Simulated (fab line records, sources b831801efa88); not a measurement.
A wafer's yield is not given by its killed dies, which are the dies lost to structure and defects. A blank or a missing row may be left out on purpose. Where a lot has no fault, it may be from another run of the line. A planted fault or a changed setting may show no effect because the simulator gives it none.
Struck lot and sound lot, side by side ; flow sky130 ; 14 steps out of a route of 708
Sound: the wafers L345.1, L345.4, L345.5. Wafers L340.3, L340.5, L340.6 were the ones struck. The cause comes at the end.
Each step with rows lists, per side, the tool, then ch with its chambers, then its first start. Under that, the readings that differ: sound wafers ; struck wafers ; difference of the means ; sigmas: that difference in standard deviations of wafers without a fault.
alike: a reading whose means differ by less than 2 such deviations, as well as words and numbers matching on both sides. not compared: withheld readings; readings where some wafer has no value; bounds like >300 that might hide an equal value; numbers whose values overlap and for which the record gives no deviation.
A row with sigmas, a row that says differs or no value, or rows on one side alone: a step with any of these is where the two part. When numbers do not overlap yet have no deviation, they are printed without sigmas and do not part them. Lack of a reading on every wafer of one side parts them only where that side has two or more wafers.

first, 4 steps without rows for these wafers: SKY_VT_ADJUST_PCH_SOFTBAKE_03; SKY_VT_ADJUST_PCH_EXPOSE_04 (exposes mask NWM, target cd 840 nm); SKY_VT_ADJUST_PCH_PEB_05; SKY_VT_ADJUST_PCH_DEVELOP_06 (develop time 60 s).
SKY_VT_ADJUST_PCH_OVL_MEAS_07:
  struck on overlay-02, day 13 08:33; sound on overlay-02, day 15 00:26
  alike: VT_ADJUST_PCH_OVL
following that, these wafers have no rows for 1 step: SKY_VT_ADJUST_PCH_IMPLANT_08.
SKY_VT_ADJUST_PCH_STRIP_09: strips in O2/N2.
  sound on plasmaAsher-02 ch 0,1, day 15 00:37; struck on plasmaAsher-04 ch 0,1, day 13 08:46
  alike: drypumpMotorCurrentA, oesProductAu, stripTimeToEndpointS
  not compared: rfHoursCounterH
SKY_VT_ADJUST_PCH_TW_MEAS_10:
  struck on filmMetro-02, day 13 08:50; sound on filmMetro-03, day 15 00:43
  alike: VT_ADJUST_PCH_TW
then, 4 steps without rows for these wafers: SKY_SONOS_TUNNEL_DEHYDRATE_00 (time 60 s); SKY_SONOS_TUNNEL_HMDS_01 (prime time 60 s); SKY_SONOS_TUNNEL_COAT_02 (resist thk 1140 nm); SKY_SONOS_TUNNEL_SOFTBAKE_03 (time 60 s).
SKY_SONOS_TUNNEL_EXPOSE_04: exposes mask TUNM, target cd 410 nm.
  sound on ilineStepper-02 ch 0, day 15 14:05; struck on ilineStepper-01, day 13 20:35
  no value came back on the struck wafers for exposureDoseMJCm2, focusOffsetNm (nm); on the sound wafers exposureDoseMJCm2 reads 135.98 135.88 136.11
  alike: mask
following that, these wafers have no rows for 1 step: SKY_SONOS_TUNNEL_PEB_05.

WHERE THEY PART
Within this record, at SKY_SONOS_TUNNEL_EXPOSE_04 only.

WHY: what had been put in by the simulator
At SKY_SONOS_TUNNEL_EXPOSE_04, the step was skipped entirely on ilineStepper-01 from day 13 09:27 on. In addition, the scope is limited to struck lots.
